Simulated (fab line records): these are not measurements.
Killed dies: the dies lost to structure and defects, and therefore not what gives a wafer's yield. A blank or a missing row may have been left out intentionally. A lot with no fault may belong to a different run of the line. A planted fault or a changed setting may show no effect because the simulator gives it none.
Which tool was responsible? | flow gf180mcu | 36 wafers from 12 lots sampled at 5 of the route's 602 steps

WHAT EACH GAUGE READ, for each wafer
GF_STI_THK_MEAS_02. Usual: for STI_OXIDATION_THK the level is 9.98 nm and the standard deviation is 0.17.
lot  | measured    | on            | STI_OXIDATION_THK (nm) | flag
L819 | day 1 12:07 | film-metro-01 | 10.04 10.17 10.13      |
L820 | day 1 16:31 | film-metro-03 | 9.91 9.82 9.79         |
L821 | day 1 21:31 | film-metro-02 | 9.73 9.97 9.81         |
L822 | day 2 02:31 | film-metro-03 | 10.11 9.88 9.90        |
L823 | day 2 07:31 | film-metro-03 | 9.74 9.78 9.77         |
L829 | day 3 15:46 | film-metro-02 | 9.83 9.86 9.80         |
L831 | day 3 23:32 | film-metro-01 | 10.28 9.93 9.92        |
L834 | day 4 14:55 | film-metro-02 | 10.12 10.29 10.17      |
L835 | day 4 19:31 | film-metro-03 | 9.79 9.92 9.67         |
L838 | day 5 10:31 | film-metro-01 | 9.90 9.96 9.99         |
L841 | day 6 01:34 | film-metro-01 | 9.48 9.66 9.69         |
L842 | day 6 06:31 | film-metro-03 | 10.06 10.02 9.88       |

GF_MVPSD_TW_MEAS_11. Usual: for MVPSD_TW the level is 552 and the standard deviation is 3.6.
lot  | measured     | on            | MVPSD_TW                | flag
L819 | day 5 00:14  | film-metro-04 | 550 550 552             |
L820 | day 5 06:26  | film-metro-04 | 544 547 551             |
L821 | day 5 12:47  | film-metro-04 | 550 548 549             |
L822 | day 5 19:29  | film-metro-04 | 548 547 550             |
L823 | day 5 23:50  | film-metro-03 | 554 556 551             |
L829 | day 7 12:56  | film-metro-04 | 549 547 545             |
L831 | day 8 01:19  | film-metro-04 | 549 552 547             |
L834 | day 8 19:02  | film-metro-04 | 567 567 570 567 567 566 | OFF
L835 | day 9 00:14  | film-metro-03 | 556 557 557             |
L838 | day 9 18:32  | film-metro-04 | 549 548 547             |
L841 | day 10 13:23 | film-metro-04 | 564 566 566 565 565 565 | OFF
L842 | day 10 20:02 | film-metro-02 | 553 554 553             |

GF_VT_IMPLANT_RS_MEAS_49: measures by four-point-probe. Usual: for MVPSD_RS the level is 1167.8 ohm/sq and the standard deviation is 2.6.
lot  | measured     | on            | MVPSD_RS (ohm/sq)                         | flag
L819 | day 7 12:21  | film-metro-04 | 1165.5 1163.2 1164.0                      |
L820 | day 7 19:57  | film-metro-02 | 1172.4 1171.9 1171.9                      |
L821 | day 8 03:51  | film-metro-02 | 1166.1 1168.0 1168.4                      |
L822 | day 8 11:37  | film-metro-02 | 1169.2 1164.9 1165.0                      |
L823 | day 8 15:39  | film-metro-03 | 1166.8 1166.8 1167.9                      |
L829 | day 10 09:24 | film-metro-04 | 1166.8 1167.6 1166.6                      |
L831 | day 10 22:41 | film-metro-04 | 1169.5 1167.6 1164.9                      |
L834 | day 11 18:18 | film-metro-04 | 1060.6 1063.3 1062.2 1060.6 1059.7 1061.1 | OFF
L835 | day 12 00:36 | film-metro-02 | 1169.5 1167.4 1166.8                      |
L838 | day 12 20:52 | film-metro-02 | 1163.5 1164.7 1162.7                      |
L841 | day 13 18:02 | film-metro-03 | 1060.4 1062.3 1063.8 1063.9 1062.7 1064.4 | OFF
L842 | day 14 01:29 | film-metro-02 | 1165.0 1165.5 1168.7                      |

GF_SAB_THK_MEAS_01. Usual: for SAB_CVD_00_THK the level is 50.3 nm and the standard deviation is 0.66.
lot  | measured     | on            | SAB_CVD_00_THK (nm) | flag
L819 | day 14 04:00 | film-metro-01 | 49.3 50.1 50.5      |
L820 | day 14 09:09 | film-metro-03 | 49.3 49.5 51.0      |
L821 | day 14 22:40 | film-metro-03 | 51.2 50.6 51.1      |
L822 | day 15 07:22 | film-metro-01 | 50.1 50.6 50.4      |
L823 | day 15 18:37 | film-metro-01 | 50.6 50.3 50.6      |
L829 | day 17 22:13 | film-metro-01 | 50.1 50.0 50.9      |
L831 | day 18 11:53 | film-metro-01 | 50.2 50.5 50.8      |
L834 | day 19 14:23 | film-metro-02 | 50.8 51.3 51.4      |
L835 | day 19 22:51 | film-metro-01 | 49.2 49.9 49.8      |
L838 | day 20 20:31 | film-metro-02 | 49.8 49.7 50.3      |
L841 | day 22 01:16 | film-metro-03 | 51.1 50.5 51.1      |
L842 | day 22 06:27 | film-metro-03 | 50.1 51.0 50.5      |

EACH LOT AND THE TOOL THAT RAN IT (in order: tool; ch and the chambers of the sampled wafers; start)
lot  | GF_MVPSD_IMPLANT_09
L819 | implanter-01 ch 0, day 4 23:59
L820 | implanter-01 ch 0, day 5 06:11
L821 | implanter-01 ch 0, day 5 12:32
L822 | implanter-01 ch 0, day 5 19:15
L823 | implanter-03 ch 0, day 5 23:35
L829 | implanter-04 ch 0, day 7 12:41
L831 | implanter-04 ch 0, day 8 01:05
L834 | implanter-01 ch 0, day 8 18:47
L835 | implanter-04 ch 0, day 8 23:59
L838 | implanter-03 ch 0, day 9 18:18
L841 | implanter-01 ch 0, day 10 13:09
L842 | implanter-03 ch 0, day 10 19:47
- GF_MVPSD_IMPLANT_09

WHAT THE TOOLS THEMSELVES READ (means of the sampled wafers that have a number; where no wafer has one, the mark that the record gives instead)
GF_MVPSD_IMPLANT_09. Usual: dose-ions-cm2 5e+12, standard deviation 5.6e+09; faraday-current-uA 28.3, standard deviation 0.55.
lot  | tool         | dose-ions-cm2 | faraday-current-uA | flag
L819 | implanter-01 | 5e+12         | 28.3               |
L820 | implanter-01 | 5e+12         | 28.3               |
L821 | implanter-01 | 5e+12         | 28.3               |
L822 | implanter-01 | 5e+12         | 28.4               |
L823 | implanter-03 | 5e+12         | 28.7               |
L829 | implanter-04 | 5e+12         | 28.4               |
L831 | implanter-04 | 5e+12         | 28.3               |
L834 | implanter-01 | 8e+12         | 44.5               | OFF
L835 | implanter-04 | 5e+12         | 28.0               |
L838 | implanter-03 | 5e+12         | 28.0               |
L841 | implanter-01 | 8e+12         | 44.6               | OFF
L842 | implanter-03 | 5e+12         | 28.2               |

THE ANSWER, worked out from the rows above alone
Rule: lot off if the mean of its wafers having a number is beyond 3 standard deviations from the usual mean. Also off: a lot with no number at a reading for which 4 or more lots have one. All remaining lots with rows at the step are treated as sound. First the gauges in route order, then the tools' own readings, where a lot's mean is used as printed above. At the first step where some lot is off, the reading lying furthest off is the one used; lots without a number count as furthest.
Off: at GF_MVPSD_TW_MEAS_11 (MVPSD_TW), L834, L841.
A tool fits if, at a process step before that reading, it ran every lot that is off, and no sound lot after the first of them. Not tried: the gauges at GF_MVPSD_TW_MEAS_11; whatever is off there is also off at GF_MVPSD_IMPLANT_09, on other tools, and gauge error can't account for it. One candidate fits, namely implanter-01 at GF_MVPSD_IMPLANT_09. A fault onset in the window from L822 (day 5 19:15, its last sound lot) to L834 (day 8 18:47, its first lot off) fits.
The tool's own readings at GF_MVPSD_IMPLANT_09 bear it out: on the lots that are off they differ by more than 5 times the standard deviation of the sound lots' means. dose-ions-cm2 reads 8e+12 there against 5e+12 on the sound lots; faraday-current-uA reads 44.5 there against 28.3 on the sound lots.

WHAT THE SIMULATOR HAD PUT IN
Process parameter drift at GF_MVPSD_IMPLANT_09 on implanter-01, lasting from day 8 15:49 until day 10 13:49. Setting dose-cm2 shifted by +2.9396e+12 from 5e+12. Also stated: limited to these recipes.
Lots struck among those shown: L834, L841. The same result came from the rule above.
